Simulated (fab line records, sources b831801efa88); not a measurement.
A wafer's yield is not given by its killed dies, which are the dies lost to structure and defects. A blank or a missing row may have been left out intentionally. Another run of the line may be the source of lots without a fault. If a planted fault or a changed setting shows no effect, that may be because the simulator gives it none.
fab line records    flow sky130
record: lots: 6  wafers: 18  last_day: 50
route steps=708 shown FIELD_ISO@1 PAD_OPEN@708
lots with no fault: from the same line, run without faults
start_h: start of the lot's first displayed wafer, in hours after the record's first day    wait_h: hours elapsed since this lot's preceding step    " identical to the entry in the row above    L1.1+2: a single row standing in for several wafers    - value missing, or start not given    * or withheld: withheld    < > ~ a bound
route shown NAME@n: a module of which the file shows steps, and the number in the route of the first    usual: the fault-free wafers' mean and standard deviation    same: alike in all rows    chamber/n: place in a boat    sites: per-site readings    _std_site: standard deviation of those values    _edge_site: mean of outer sites minus mean of inner sites    radius_mm: how far each site lies from the wafer's centre    mask NAME#n: copy n    behind: the last tool/chamber to shape the wafer    hold: reason for holding the lot/hours on hold/outcome of the hold    device: which transistor (n, p or np) failed to switch    end of line: the tests these same wafers got at the end of their route    where a step has no rows: the recipe by itself    killed: at the first sort, the dies lost to defects and structure; wafer yield is something else    map: dies across one wafer; x = killed, . = not, _ = none there
set.NAME: the run value of the setting; set.NAME@STEP: its run value at that earlier step    model.NAME: the simulator's own value behind a step, which no gauge read
lots seen at some steps along the route; tables by step, rows by wafer
services: the hour from which a tool's chamber was out of use, counted from the record's first day as start_h (under 0 if before that day), plus the number of hours and why
== steps ==
step: SKY_FIELD_ISO_BOW_MEAS_00
recipe: mode: bow
usual: INCOMING_BOW: 0/6.3
lot.wafer  tool           chamber  start_h  wait_h  INCOMING_BOW[um]
L768.1     film_metro-01  -        15.00    -       11
L768.2     "              -        "        "       1
L768.5     "              -        "        "       -12
L773.1     film_metro-02  -        40.00    -       -1
L773.3     "              -        "        "       8
L773.6     "              -        "        "       -6
L775.2     film_metro-04  -        50.02    -       -9
L775.3     "              -        "        "       3
L775.6     "              -        "        "       9
L777.2     film_metro-01  -        60.02    -       -6
L777.3     "              -        "        "       -4
L777.5     "              -        "        "       5
L780.1     film_metro-02  -        75.00    -       8
L780.3     "              -        "        "       -6
L780.5     "              -        "        "       3
L790.2     film_metro-01  -        125.02   -       2
L790.3     "              -        "        "       10
L790.6     "              -        "        "       0
step: SKY_FIELD_ISO_OXIDATION_01
recipe: temp_c: 900  ambient: O2  stabilise_s: 600  purge_s: 300  target_thk_a: 120  ox_time_s: 1843
step: SKY_FIELD_ISO_THK_MEAS_02
recipe: reads: SiO2_of_FIELD_ISO_OXIDATION_01
usual: FIELD_ISO_OXIDATION_00_THK: 11.87/0.25
lot.wafer  tool           chamber  start_h  wait_h  FIELD_ISO_OXIDATION_00_THK[nm]
L768.1     film_metro-02  -        16.98    0.1     11.82
L768.2     "              -        "        "       11.88
L768.5     "              -        "        "       11.80
L773.1     film_metro-01  -        44.31    0.0     11.56
L773.3     "              -        "        "       11.61
L773.6     "              -        "        "       11.88
L775.2     film_metro-04  -        51.64    0.0     11.97
L775.3     "              -        "        "       11.95
L775.6     "              -        "        "       11.84
L777.2     film_metro-02  -        61.64    0.0     11.81
L777.3     "              -        "        "       11.83
L777.5     "              -        "        "       11.90
L780.1     film_metro-02  -        77.89    0.0     12.08
L780.3     "              -        "        "       11.95
L780.5     "              -        "        "       11.93
L790.2     film_metro-02  -        126.64   0.0     11.78
L790.3     "              -        "        "       11.69
L790.6     "              -        "        "       11.82
step: SKY_FIELD_ISO_CVD_03
recipe: material: Si3N4  precursor: DCS/NH3  target_thk_nm: 165  temp_c: 770  time_s: 2830  pressure_mtorr: 250
step: SKY_FIELD_ISO_THK_MEAS_04
recipe: reads: Si3N4_of_FIELD_ISO_CVD_03
usual: FIELD_ISO_CVD_03_THK: 164.6/1.3
lot.wafer  tool           chamber  start_h  wait_h  FIELD_ISO_CVD_03_THK[nm]
L768.1     film_metro-01  -        20.55    0.0     162.3
L768.2     "              -        "        "       164.4
L768.5     "              -        "        "       164.4
L773.1     film_metro-04  -        46.16    0.0     166.4
L773.3     "              -        "        "       167.0
L773.6     "              -        "        "       165.9
L775.2     film_metro-01  -        54.77    0.0     167.7
L775.3     "              -        "        "       166.8
L775.6     "              -        "        "       166.5
L777.2     film_metro-02  -        64.48    0.0     164.6
L777.3     "              -        "        "       163.4
L777.5     "              -        "        "       163.5
L780.1     film_metro-02  -        79.74    0.0     165.0
L780.3     "              -        "        "       166.3
L780.5     "              -        "        "       165.8
L790.2     film_metro-01  -        128.49   0.0     163.9
L790.3     "              -        "        "       164.1
L790.6     "              -        "        "       162.1
step: SKY_FIELD_ISO_DEHYDRATE_05
recipe: temp_c: 200  time_s: 60
step: SKY_FIELD_ISO_HMDS_06
recipe: prime_time_s: 60  prime_temp_c: 120
step: SKY_FIELD_ISO_COAT_07
recipe: resist: BARC  temp_c: withheld  time_s: withheld  spin_rpm: 3000  resist_thk_nm: 60
step: SKY_FIELD_ISO_COAT_08
recipe: resist: KrF-thick  spin_rpm: 3000  resist_thk_nm: 450
step: SKY_FIELD_ISO_SOFTBAKE_09
recipe: temp_c: 100  time_s: 90  resist: KrF-thick
step: SKY_FIELD_ISO_EXPOSE_10
recipe: mask_id: FOM  na: 0.68  source_shape: annular  sigma_inner: 0.4  sigma_outer: 0.8  target_cd_nm: 150  dose_mj: 28
usual: exposure_dose_mJ_cm2: 27.981/0.028
lot.wafer  tool            chamber  start_h  wait_h  mask   exposure_dose_mJ_cm2
L768.1     krf_scanner-01  0        27.04    -       FOM#0  27.934
L768.2     "               0        "        "       FOM#0  27.927
L768.5     "               0        "        "       FOM#0  28.028
L773.1     krf_scanner-01  0        53.26    -       FOM#0  27.950
L773.3     "               0        "        "       FOM#0  27.997
L773.6     "               0        "        "       FOM#0  27.975
L775.2     krf_scanner-01  0        62.78    -       FOM#0  27.945
L775.3     "               0        "        "       FOM#0  27.959
L775.6     "               0        "        "       FOM#0  27.952
L777.2     krf_scanner-01  0        72.69    -       FOM#0  27.994
L777.3     "               0        "        "       FOM#0  27.964
L777.5     "               0        "        "       FOM#0  27.954
L780.1     krf_scanner-01  0        89.39    -       FOM#0  28.009
L780.3     "               0        "        "       FOM#0  27.973
L780.5     "               0        "        "       FOM#0  27.996
L790.2     krf_scanner-01  0        138.38   -       FOM#0  27.969
L790.3     "               0        "        "       FOM#0  27.962
L790.6     "               0        "        "       FOM#0  27.945
step: SKY_FIELD_ISO_PEB_11
recipe: peb_temp_c: withheld  peb_time_s: withheld  resist: KrF-thick
step: SKY_FIELD_ISO_DEVELOP_12
recipe: develop_time_s: 60  resist: KrF-thick  dev_temp_c: 21
step: SKY_FIELD_ISO_CD_MEAS_13
recipe: target_cd_nm: 150
usual: cd_nm: 149.8/1.4
lot.wafer  tool       chamber  start_h  wait_h  cd_nm
L768.1     cd_sem-01  -        32.74    -       148.2
L768.2     "          -        "        "       147.5
L768.5     "          -        "        "       148.5
L773.1     cd_sem-01  -        60.54    -       148.2
L773.3     "          -        "        "       149.3
L773.6     "          -        "        "       148.5
L775.2     cd_sem-01  -        70.98    -       148.0
L775.3     "          -        "        "       149.7
L775.6     "          -        "        "       149.8
L777.2     cd_sem-01  -        80.81    -       94.9
L777.3     "          -        "        "       151.2
L777.5     "          -        "        "       96.3
L780.1     cd_sem-01  -        98.14    -       147.8
L780.3     "          -        "        "       148.6
L780.5     "          -        "        "       95.0
L790.2     cd_sem-01  -        147.02   -       149.6
L790.3     "          -        "        "       149.0
L790.6     "          -        "        "       148.7
step: SKY_FIELD_ISO_ETCH_14
recipe: chemistry: N2/H2  target: BARC  ion_energy_ev: 200  source_w: 500  bias_w: 100  pressure_mtorr: 30  n2_flow_sccm: 100  h2_flow_sccm: 200  stop_on: SiO2  time_s: 45.9  target_depth_a: 600
usual: drypump_motor_current_A: 5.9/0.43  oes_product_au: 0.856/0.0045  throttle_valve_pct: 13.225/0.0088
lot.wafer  tool         chamber  start_h  wait_h  drypump_motor_current_A  oes_product_au  rf_hours_counter_h  throttle_valve_pct  model.FIELD_ISO.cd_nm
L768.1     rie_diel-04  1        32.86    0.1     6.5                      0.857           79                  13.220              148.3
L768.2     "            3        "        "       5.2                      0.852           120                 13.234              147.4
L768.5     "            0        "        "       6.4                      0.857           -                   13.215              147.8
L773.1     rie_diel-04  3        60.66    0.1     5.3                      0.857           121                 13.219              148.7
L773.3     "            1        "        "       6.5                      0.854           79                  13.231              149
L773.6     "            1        "        "       6.4                      0.853           -                   13.226              147.9
L775.2     rie_diel-04  0        71.08    0.1     6.3                      0.859           141                 13.233              147.7
L775.3     "            3        "        "       5.3                      0.854           121                 13.222              149.6
L775.6     "            1        "        "       6.5                      0.851           -                   13.217              149.1
L777.2     rie_diel-02  1        80.91    0.1     5.9                      0.854           30                  13.220              93.58
L777.3     "            0        "        "       6.0                      0.860           88                  13.222              151.2
L777.5     "            1        "        "       5.9                      0.864           -                   13.209              95.06
L780.1     rie_diel-02  2        98.26    0.1     5.4                      0.849           2                   13.233              148.4
L780.3     "            0        "        "       6.0                      0.855           89                  13.218              149.1
L780.5     "            3        "        "       6.1                      0.857           -                   13.212              95.61
L790.2     rie_diel-04  2        147.12   0.1     5.6                      0.853           1                   13.215              149.9
L790.3     "            1        "        "       6.4                      0.848           81                  13.225              148.6
L790.6     "            1        "        "       6.4                      0.856           -                   13.227              148.7
step: SKY_FIELD_ISO_ETCH_15
recipe: chemistry: CHF3/O2  target_depth_nm: 180  stop_on: Si  source_w: 600  bias_w: 200  pressure_mtorr: 40  chf3_flow_sccm: 50  O2_flow_sccm: 5  time_s: 72
usual: drypump_motor_current_A: 5.9/0.43  oes_product_au: 0.943/0.0066  throttle_valve_pct: 8.843/0.0092
lot.wafer  tool         chamber  start_h  wait_h  drypump_motor_current_A  oes_product_au  rf_hours_counter_h  throttle_valve_pct
L768.1     rie_diel-04  1        32.90    0.0     6.4                      0.937           79                  8.834
L768.2     "            3        "        "       5.2                      0.944           120                 8.842
L768.5     "            0        "        "       6.3                      0.946           -                   8.846
L773.1     rie_diel-04  3        60.70    0.0     5.3                      0.958           121                 8.837
L773.3     "            1        "        "       6.4                      0.950           79                  8.854
L773.6     "            1        "        "       6.5                      0.947           -                   8.856
L775.2     rie_diel-04  0        71.12    0.0     6.3                      0.956           141                 8.849
L775.3     "            3        "        "       5.2                      0.951           121                 8.822
L775.6     "            1        "        "       6.5                      0.952           -                   8.846
L777.2     rie_diel-02  1        80.95    0.0     5.8                      0.945           30                  8.852
L777.3     "            0        "        "       6.0                      0.941           89                  8.834
L777.5     "            1        "        "       5.9                      0.933           -                   8.849
L780.1     rie_diel-02  2        98.30    0.0     5.4                      0.946           2                   8.841
L780.3     "            0        "        "       6.0                      0.949           89                  8.859
L780.5     "            3        "        "       6.1                      0.944           -                   8.843
L790.2     rie_diel-04  2        147.16   0.0     5.6                      0.932           1                   8.836
L790.3     "            1        "        "       6.4                      0.941           81                  8.863
L790.6     "            1        "        "       6.4                      0.930           -                   8.832
step: SKY_FIELD_ISO_STRIP_16
recipe: chemistry: O2/N2  power_w: 1400  pressure_mtorr: 1500  platen_temp_c: withheld  o2_flow_sccm: 3000  n2_flow_sccm: 300  overash_fraction: 0.5
usual: drypump_motor_current_A: 5.82/0.28  oes_product_au: 0.378/0.0046  strip_time_to_endpoint_s: 3.556/0.029
lot.wafer  tool             chamber  start_h  wait_h  drypump_motor_current_A  oes_product_au  rf_hours_counter_h  strip_time_to_endpoint_s
L768.1     plasma_asher-02  0        32.96    0.0     5.84                     0.388           33                  3.586
L768.2     "                1        "        "       5.76                     0.387           33                  3.555
L768.5     "                0        "        "       5.88                     0.378           -                   3.557
L773.1     plasma_asher-02  1        60.76    0.0     5.75                     0.378           36                  3.576
L773.3     "                0        "        "       5.84                     0.376           -                   3.567
L773.6     "                0        "        "       5.84                     0.383           -                   3.552
L775.2     plasma_asher-03  1        71.18    0.0     5.32                     0.377           41                  3.545
L775.3     "                0        "        "       6.04                     0.383           -                   3.573
L775.6     "                0        "        "       6.06                     0.378           -                   3.550
L777.2     plasma_asher-03  0        81.01    0.0     6.09                     0.385           42                  3.593
L777.3     "                0        "        "       6.08                     0.388           -                   3.559
L777.5     "                0        "        "       6.05                     0.377           -                   3.584
L780.1     plasma_asher-03  1        98.36    0.0     5.32                     0.383           44                  3.557
L780.3     "                0        "        "       6.04                     0.377           -                   3.582
L780.5     "                0        "        "       6.04                     0.377           -                   3.575
L790.2     plasma_asher-01  0        147.22   0.0     5.90                     0.375           47                  3.525
L790.3     "                1        "        "       6.20                     0.372           -                   3.549
L790.6     "                1        "        "       6.21                     0.377           -                   3.538
step: SKY_FIELD_ISO_ETCH_17
recipe: target_depth_a: 3420  mask_material: Si3N4  chemistry: HBr/Cl2/O2  target: Si  taper_deg: 5  icp_w: 600  bias_w: 150  pressure_mtorr: 15  HBr_flow_sccm: 150  Cl2_flow_sccm: 40  O2_flow_sccm: 6  time_s: 97.7
usual: drypump_motor_current_A: 5.8/0.51  mfc_cl2_sccm: 39.98/0.13  oes_product_au: 1.002/0.0087  throttle_valve_pct: 25.656/0.011
lot.wafer  tool       chamber  start_h  wait_h  drypump_motor_current_A  mfc_cl2_sccm  oes_product_au  rf_hours_counter_h  throttle_valve_pct  model.FIELD_ISO.cd_nm
L768.1     rie_si-02  3        33.06    0.1     4.7                      39.89         0.990           133                 25.668              149.3
L768.2     "          0        "        "       6.0                      40.07         0.996           64                  25.660              148.3
L768.5     "          0        "        "       6.0                      39.80         0.989           -                   25.651              151.6
L773.1     rie_si-01  3        60.86    0.1     6.2                      39.91         0.999           26                  25.660              148.2
L773.3     "          2        "        "       5.7                      39.76         0.996           7                   25.682              149.1
L773.6     "          3        "        "       6.3                      39.95         1.005           -                   25.665              147.8
L775.2     rie_si-02  3        71.28    0.1     4.7                      40.02         0.995           133                 25.659              149.9
L775.3     "          0        "        "       6.0                      40.10         1.001           64                  25.665              150.7
L775.6     "          3        "        "       4.7                      39.85         0.994           -                   25.659              149
L777.2     rie_si-02  2        81.11    0.1     6.4                      40.16         1.001           2                   25.638              93.16
L777.3     "          3        "        "       4.7                      39.91         0.998           134                 25.655              153.2
L777.5     "          0        "        "       6.0                      39.86         0.996           -                   25.657              93.65
L780.1     rie_si-01  2        98.46    0.1     5.7                      40.29         1.013           7                   25.648              147.9
L780.3     "          1        "        "       6.0                      40.10         1.012           90                  25.655              150.8
L780.5     "          1        "        "       6.0                      40.21         1.017           -                   25.648              95.63
L790.2     rie_si-01  0        147.32   0.1     5.5                      40.02         0.987           101                 25.660              149.1
L790.3     "          2        "        "       5.7                      39.83         1.014           8                   25.654              147.7
L790.6     "          3        "        "       6.2                      39.97         1.002           -                   25.656              148.1
step: SKY_FIELD_ISO_WET_ETCH_18
recipe: chemistry: H3PO4  target_depth_nm: 25  temp_c: 160  target: Si3N4  time_s: 286
step: SKY_PAD_OPEN_PROBE_99
usual: killed_at_M0_to_M3: 43/7.3  killed_at_M4_up: 3.1/1.7  killed_at_contacts: 25/5.3  killed_at_front_end: 15/4.3  killed_at_other: 0.2/0.54  killed_dies: 87/10  killed_on_rim: 17/3.9  killed_open: 48/7.6  killed_short: 38/6.1
same: gross_dies: 492  killed_at_back_side: 0
lot.wafer  tool       chamber  start_h  wait_h  killed_at_M0_to_M3  killed_at_M4_up  killed_at_contacts  killed_at_front_end  killed_at_other  killed_dies  killed_on_rim  killed_open  killed_short
L775.2     prober-01  -        1127.15  0.1     28                  5                17                  10                   0                60           13             34           26
L775.3     prober-01  -        1127.20  0.2     40                  2                24                  11                   2                79           13             39           40
L775.6     prober-01  -        1127.35  0.2     60                  3                20                  14                   1                98           16             53           45
L777.2     prober-01  -        1145.58  0.1     37                  6                20                  429                  0                492          96             42           38
L777.3     prober-01  -        1145.63  0.2     41                  4                30                  14                   0                89           19             49           40
L777.5     prober-01  -        1145.73  0.2     43                  3                27                  419                  0                492          96             57           39
L780.1     prober-01  -        1151.84  0.1     40                  1                20                  16                   1                78           17             44           33
L780.3     prober-01  -        1151.94  0.2     39                  4                25                  18                   0                86           17             49           37
L780.5     prober-01  -        1152.04  0.2     49                  7                27                  409                  0                492          96             54           49
L790.2     prober-02  -        1195.51  0.1     44                  3                26                  11                   0                84           19             55           26
L790.3     prober-02  -        1195.56  0.2     40                  5                28                  14                   1                88           16             51           36
L790.6     prober-02  -        1195.71  0.2     52                  0                19                  9                    0                80           20             47           33
killed by level:class
L775.2 VIA1:geometric_particle:open=9 CONTACT:geometric_particle:open=7 POLY_GATE:geometric_particle:open=4 METAL2:geometric_particle:short=4 LI_CONTACT:geometric_particle:open=3 LOCAL_INTERCONNECT:geometric_particle:open=3 METAL1:geometric_particle:short=3 VIA3:geometric_particle:open=3
L775.3 VIA1:geometric_particle:open=9 LOCAL_INTERCONNECT:geometric_particle:short=7 LI_CONTACT:geometric_particle:open=5 VIA3:geometric_particle:open=5 VIA3:geometric_particle:short=5 VIA2:geometric_particle:open=5 FIELD_ISO:geometric_particle:open=4 FIELD_ISO:geometric_particle:short=4
L775.6 VIA2:geometric_particle:open=12 METAL2:geometric_particle:short=11 VIA1:geometric_particle:open=10 VIA3:geometric_particle:open=7 CONTACT:geometric_particle:open=7 VIA1:geometric_particle:short=7 LI_CONTACT:geometric_particle:open=6 FIELD_ISO:geometric_particle:short=5
L777.2 FIELD_ISO:area_expose=412 VIA1:geometric_particle:short=9 VIA1:geometric_particle:open=8 CONTACT:geometric_particle:open=7 FIELD_ISO:geometric_particle:short=6 FIELD_ISO:geometric_particle:open=6 METAL1:geometric_particle:short=5 LI_CONTACT:geometric_particle:open=5
L777.3 CONTACT:geometric_particle:open=13 VIA1:geometric_particle:open=12 LI_CONTACT:geometric_particle:open=6 VIA2:geometric_particle:open=5 VIA3:geometric_particle:open=5 FIELD_ISO:geometric_particle:short=4 LOCAL_INTERCONNECT:geometric_particle:short=4 METAL1:geometric_particle:short=4
L777.5 FIELD_ISO:area_expose=396 CONTACT:geometric_particle:open=14 VIA1:geometric_particle:open=10 VIA3:geometric_particle:open=10 VIA2:geometric_particle:open=6 FIELD_ISO:geometric_particle:short=5 FIELD_ISO:geometric_particle:open=5 POLY_GATE:geometric_particle:short=5
L780.1 CONTACT:geometric_particle:open=8 VIA1:geometric_particle:open=8 CONTACT:geometric_particle:short=6 VIA2:geometric_particle:open=6 FIELD_ISO:geometric_particle:open=5 VIA1:geometric_particle:short=5 METAL2:geometric_particle:short=5 VIA3:geometric_particle:open=5
L780.3 VIA2:geometric_particle:open=9 CONTACT:geometric_particle:open=9 LI_CONTACT:geometric_particle:open=8 VIA1:geometric_particle:open=7 POLY_GATE:geometric_particle:open=6 CONTACT:geometric_particle:short=6 VIA2:geometric_particle:short=5 POLY_GATE:geometric_particle:short=4
L780.5 FIELD_ISO:area_expose=389 LI_CONTACT:geometric_particle:open=10 VIA1:geometric_particle:open=10 VIA2:geometric_particle:open=10 VIA3:geometric_particle:open=7 CONTACT:geometric_particle:open=6 CONTACT:geometric_particle:short=6 METAL1:geometric_particle:short=6
L790.2 VIA1:geometric_particle:open=13 CONTACT:geometric_particle:open=12 VIA3:geometric_particle:open=8 LI_CONTACT:geometric_particle:open=6 VIA2:geometric_particle:open=5 LI_CONTACT:geometric_particle:short=4 VIA1:geometric_particle:short=3 METAL2:geometric_particle:short=3
L790.3 VIA2:geometric_particle:open=13 CONTACT:geometric_particle:open=11 LI_CONTACT:geometric_particle:open=6 LOCAL_INTERCONNECT:geometric_particle:short=5 VIA1:geometric_particle:open=5 POLY_GATE:geometric_particle:open=4 METAL1:geometric_particle:short=4 VIA2:geometric_particle:short=4
L790.6 VIA1:geometric_particle:open=11 VIA3:geometric_particle:open=9 CONTACT:geometric_particle:open=7 METAL1:geometric_particle:short=7 LI_CONTACT:geometric_particle:open=6 VIA1:geometric_particle:short=6 VIA2:geometric_particle:open=5 METAL2:geometric_particle:short=5
map L777.2 (x killed, . not)
__________xxxxxxxxxx_________
________xxxxxxxxxxxxxx_______
______xxxxxxxxxxxxxxxxxx_____
_____xxxxxxxxxxxxxxxxxxxx____
____xxxxxxxxxxxxxxxxxxxxxx___
___xxxxxxxxxxxxxxxxxxxxxxxx__
__xxxxxxxxxxxxxxxxxxxxxxxxxx_
_xxxxxxxxxxxxxxxxxxxxxxxxxxxx
_xxxxxxxxxxxxxxxxxxxxxxxxxxxx
_xxxxxxxxxxxxxxxxxxxxxxxxxxxx
_xxxxxxxxxxxxxxxxxxxxxxxxxxxx
_xxxxxxxxxxxxxxxxxxxxxxxxxxxx
_xxxxxxxxxxxxxxxxxxxxxxxxxxxx
_xxxxxxxxxxxxxxxxxxxxxxxxxxxx
_xxxxxxxxxxxxxxxxxxxxxxxxxxxx
__xxxxxxxxxxxxxxxxxxxxxxxxxx_
___xxxxxxxxxxxxxxxxxxxxxxxx__
____xxxxxxxxxxxxxxxxxxxxxx___
_____xxxxxxxxxxxxxxxxxxxx____
______xxxxxxxxxxxxxxxxxx_____
________xxxxxxxxxxxxxx_______
__________xxxxxxxxxx_________
map L780.5 (x killed, . not)
__________xxxxxxxxxx_________
________xxxxxxxxxxxxxx_______
______xxxxxxxxxxxxxxxxxx_____
_____xxxxxxxxxxxxxxxxxxxx____
____xxxxxxxxxxxxxxxxxxxxxx___
___xxxxxxxxxxxxxxxxxxxxxxxx__
__xxxxxxxxxxxxxxxxxxxxxxxxxx_
_xxxxxxxxxxxxxxxxxxxxxxxxxxxx
_xxxxxxxxxxxxxxxxxxxxxxxxxxxx
_xxxxxxxxxxxxxxxxxxxxxxxxxxxx
_xxxxxxxxxxxxxxxxxxxxxxxxxxxx
_xxxxxxxxxxxxxxxxxxxxxxxxxxxx
_xxxxxxxxxxxxxxxxxxxxxxxxxxxx
_xxxxxxxxxxxxxxxxxxxxxxxxxxxx
_xxxxxxxxxxxxxxxxxxxxxxxxxxxx
__xxxxxxxxxxxxxxxxxxxxxxxxxx_
___xxxxxxxxxxxxxxxxxxxxxxxx__
____xxxxxxxxxxxxxxxxxxxxxx___
_____xxxxxxxxxxxxxxxxxxxx____
______xxxxxxxxxxxxxxxxxx_____
________xxxxxxxxxxxxxx_______
__________xxxxxxxxxx_________
== services ==
tool             chamber  start_h  hours  kind
krf_scanner-01   0        5.68     -      calibration
rie_diel-04      1        7.30     16.4   repair
rie_diel-04      2        8.23     1.3    repair
krf_scanner-01   -        24.41    0.8    pm
krf_scanner-01   -        32.23    20.4   repair
rie_si-02        1        37.84    50.9   repair
rie_diel-02      3        50.37    6.3    repair
rie_diel-04      2        60.28    -      clean
rie_diel-04      2        60.28    17.7   scheduled_down
rie_diel-04      2        60.28    17.7   vent_cycle
krf_scanner-01   -        63.79    1.0    pm
plasma_asher-01  -        72.54    1.5    repair
rie_si-02        2        92.66    10.9   repair
plasma_asher-02  -        108.75   9.0    pm
plasma_asher-02  0        108.75   9.0    vent_cycle
plasma_asher-02  1        108.75   9.0    vent_cycle
plasma_asher-02  0        117.75   -      clean
plasma_asher-02  1        117.75   -      clean
krf_scanner-01   -        131.24   1.3    pm
== key ==
first_sign: step: SKY_FIELD_ISO_CD_MEAS_13  reading: cd_nm  direction: down  sigmas: 38  usual: 149.8  struck: 95.4
effect: step: SKY_PAD_OPEN_PROBE_99  reading: killed_at_front_end  direction: up  sigmas: 94  usual: 15  struck: 419
model_effect: step: SKY_FIELD_ISO_ETCH_14  value: FIELD_ISO.cd_nm  without: 149.8  struck: 94.75
model_effect: step: SKY_FIELD_ISO_ETCH_17  value: FIELD_ISO.cd_nm  without: 149.2  struck: 94.15
more_kills_born_at: SKY_FIELD_ISO_EXPOSE_10@krf_scanner-01: 1197
met_at SKY_FIELD_ISO_EXPOSE_10
struck_wafers L777.2,L777.5,L780.5
later_rows_left_out L777.2,L777.5,L780.5
tester_left_out L777,L780
onset_between 62.78 72.69
fault: kind: process_parameter_drift  tool: krf_scanner-01  chamber: -  onset_h: 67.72  steps: SKY_FIELD_ISO_EXPOSE_10  channel: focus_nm  offset: 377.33  shape: step  end_h: 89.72  scope: struck_wafers_only
tester_left_out: of these lots the tester's yield and bins aren't shown, on N5 and GAA mostly nor the transistor test; their killed dies are dies lost to structure and defects alone, not to doping, threshold or leakage, so they don't give the yield
later_rows_left_out: the simulator's readings of these wafers behind a module that went badly wrong aren't trusted and aren't shown, but for the sort
